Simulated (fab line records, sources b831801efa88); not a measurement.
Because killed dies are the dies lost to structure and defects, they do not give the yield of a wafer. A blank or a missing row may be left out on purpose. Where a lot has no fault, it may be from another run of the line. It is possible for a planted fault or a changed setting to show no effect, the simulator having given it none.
8D (eight disciplines) problem report, filled in by code	flow gf180mcu	the parts of the form that need people (team, actions taken, sign-off) are left out

1. WHAT WENT WRONG
Wafers free of any fault read 0.329 ohm/sq (standard deviation 0.0039) for V5_W_RS at GF_V5_RS_MEAS_24, against a mean of 0.427 ohm/sq on 3 wafers of 2 lots. Measured from the usual mean, that is +25 standard deviations.
The step: measures by four-point-probe.
First observed at day 31 08:29: wafer L146.5, on film_metro-03. The record holds 30 wafers of 10 lots with a number at this step. The rule behind "out" and "out of limits": a value lying over 4 standard deviations away from the usual mean. All remaining wafers that have a number are taken as sound.

2. WHAT IT IS AND WHAT IT IS NOT
question	is	is not
which readings at this step	V5_W_RS	-
which lots	L146, L148	L135, L136, L137, L145, L150, L151, L154, L155
which wafers of those lots	L146.5, L148.2, L148.3	L146.3, L146.6, L148.4
read on which gauges	film_metro-03, film_metro-04	film_metro-02
when	from day 31 08:29	up to then (14 sound wafers); but 13 sound wafers of L148, L150, L151, L154, L155 came after

3. SUSPECTS, AND WHAT RULES EACH OUT
Counting: if a tool at a process step up to the reading ran every lot that is out, it stays a suspect. Sound lots after the first of them don't rule it out here, since some wafers of a struck lot are sound.
- the gauge at GF_V5_RS_MEAS_24 has been ruled out. 2 gauges (film_metro-03, film_metro-04) read the wafers that are out.
- rie_diel-03 at GF_V5_ETCH_16 (etches BARC in N2/H2): kept. It ran every lot that is out, first L146 (day 31 07:32).
- cvd_w-01 at GF_V5_CVD_23 (deposits W, target thk 350 nm, time 104.9 s): kept. Every lot that is out went through it, the first being L146 (day 31 08:22); the last sound lot it ran before that was L145 (day 30 23:02). Its own readings are out on those wafers: chamber_pressure_Torr.
- At GF_V5_CVD_23 on cvd_w-01, chamber 0 took the sound wafers of the same lots and chamber 1 took the wafers that are out.
Left after counting: rie_diel-03 at GF_V5_ETCH_16, cvd_w-01 at GF_V5_CVD_23.

4. THE CAUSE (what the simulator had put in)
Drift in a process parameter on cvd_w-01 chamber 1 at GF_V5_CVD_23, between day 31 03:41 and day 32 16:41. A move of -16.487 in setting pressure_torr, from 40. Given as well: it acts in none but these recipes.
Counting leaves 2 suspects; this tool is one of them.

5. SEQUENCE OF EFFECTS, ordered by route
Each row: a reading whose mean over the struck wafers that have a number lies more than 3 standard deviations from the usual. Only readings whose record carries a usual standard deviation are examined. hours: median over the lots of the time between each lot's start at the first step of this table that gives one and its start at this step. sigmas: the change, counted in usual standard deviations.
hours	step	reading	usual	on struck wafers	change	sigmas
0	GF_V5_CVD_23	chamber_pressure_Torr	40.00 Torr	23.56	-16.44	-99 or more
0	GF_V5_RS_MEAS_24	V5_W_RS	0.329 ohm/sq	0.427	+0.098	+25
0	GF_V5_THK_MEAS_25	V5_W_THK	357 nm	276	-81	-12
0	GF_V5_CMP_26	time_to_endpoint_s	86 s	67	-19	-3.6
It contains these process steps:
- GF_V5_CVD_23: deposits W, target thk 350 nm, time 104.9 s.
- GF_V5_CMP_26: polishes, stops on SiO2, t overpolish 13.53 s, target thk 0 nm.

6. WHAT WOULD HAVE CAUGHT IT SOONER
Counted from the fault's start at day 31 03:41, it took 5 hours until the first out-of-limits reading at a measuring or inspecting step in this record, taken at day 31 08:29.
At GF_V5_CVD_23, the tool's own readings (chamber_pressure_Torr) were out on each struck wafer the step has a row for, so an alarm limit on them would have fired on the first such wafer.
L148, from the lots that are out (2), started GF_V5_CVD_23 on cvd_w-01 later than day 31 08:29. Holding the tool at that time would have saved it.
